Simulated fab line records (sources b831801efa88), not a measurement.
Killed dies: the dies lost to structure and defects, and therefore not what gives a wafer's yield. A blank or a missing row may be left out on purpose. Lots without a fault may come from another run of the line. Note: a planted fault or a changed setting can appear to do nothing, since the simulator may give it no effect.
One fault seen from 2 desks	flow sfq line	numbers are kept per desk, each desk with only its own; the story behind them comes last

== AT THE METROLOGY DESK ==
Means of the sampled wafers that have a number, per lot and without regard to the tool the lot ran on: this is what the gauges read. Marked OUT: a lot whose mean sits more than 4 standard deviations from the usual mean, which makes it out of limits; the brackets give that distance.
Columns: A = R5_MONX_RS at SFQ_R5_RS_MEAS_933, usual 7.03 ohm/sq; B = R5_MONX_THK at SFQ_R5_THK_MEAS_934, usual 39.6 nm
lot	first seen here	A	B
L273	day 56 11:53	6.92	40.3
L275	day 56 20:44	6.92	40.0
L276	day 57 00:10	7.11	39.2
L277	day 57 02:38	6.94	40.0
L278	day 57 08:44	7.04	39.6
L279	day 57 13:24	6.97	39.9
L280	day 57 16:59	7.14	39.2
L282	day 58 02:04	7.10	39.2
L283	day 58 04:46	7.03	39.4
L285	day 59 12:28	7.09	39.1
L293	day 60 23:55	4.21 (-36) OUT	68.0 (+60) OUT
L294	day 61 02:55	4.18 (-36) OUT	68.1 (+61) OUT
L295	day 61 05:56	6.96	40.1
L296	day 61 21:46	7.02	39.4
This desk finds L293, L294 out of limits, with the earliest case on L293 at day 60 23:55 (R5_MONX_RS at SFQ_R5_RS_MEAS_933). L273, L275, L276, L277, L278, L279, L280, L282, L283, L285, L295, L296: within limits.

== FOR THE TOOL OWNER'S DESK: pvd sputter-06 ==
The tool's own readings at SFQ_TRILAYER_R5_DEP_SPUTTER_133 (material MoNx, target thk 40 nm, time 66.7 s): means of the sampled wafers that have a number, for each lot that ran on this tool. Marked OUT: a lot whose mean sits more than 4 standard deviations from the usual mean, which makes it out of limits; the brackets give that distance.
Columns: A = base pressure pa at SFQ_TRILAYER_R5_DEP_SPUTTER_133, usual 1.34e-06 Pa; B = throttle valve pct at SFQ_TRILAYER_R5_DEP_SPUTTER_133, usual 29.9 %
lot	first seen here	A	B
L279	day 57 13:18	1.31e-06	30.4
L283	day 58 04:39	1.36e-06	30.3
L285	day 59 12:22	1.38e-06	29.5
L293	day 60 23:49	1.29e-06	30.4
L294	day 61 02:49	1.37e-06	29.8
This desk found nothing out of limits on any of the 5 lots.

== PUT TOGETHER ==
At day 60 23:55 the metrology desk could have sounded an alarm, on L293, L294.
The tool owner's desk saw nothing out of limits.
On record at the tool owner's desk: L293, L294, within its limits.
Every lot named ran SFQ_TRILAYER_R5_DEP_SPUTTER_133 on pvd sputter-06.

== WHAT THE SIMULATOR PUT IN ==
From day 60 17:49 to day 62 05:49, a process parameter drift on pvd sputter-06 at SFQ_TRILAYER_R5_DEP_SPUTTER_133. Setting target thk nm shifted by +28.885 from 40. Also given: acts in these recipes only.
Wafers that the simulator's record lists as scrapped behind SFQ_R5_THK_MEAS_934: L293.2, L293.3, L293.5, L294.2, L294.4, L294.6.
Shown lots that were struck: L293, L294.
Per desk, hours elapsed from the start of the fault to the first reading out of limits: for the metrology desk, 6.
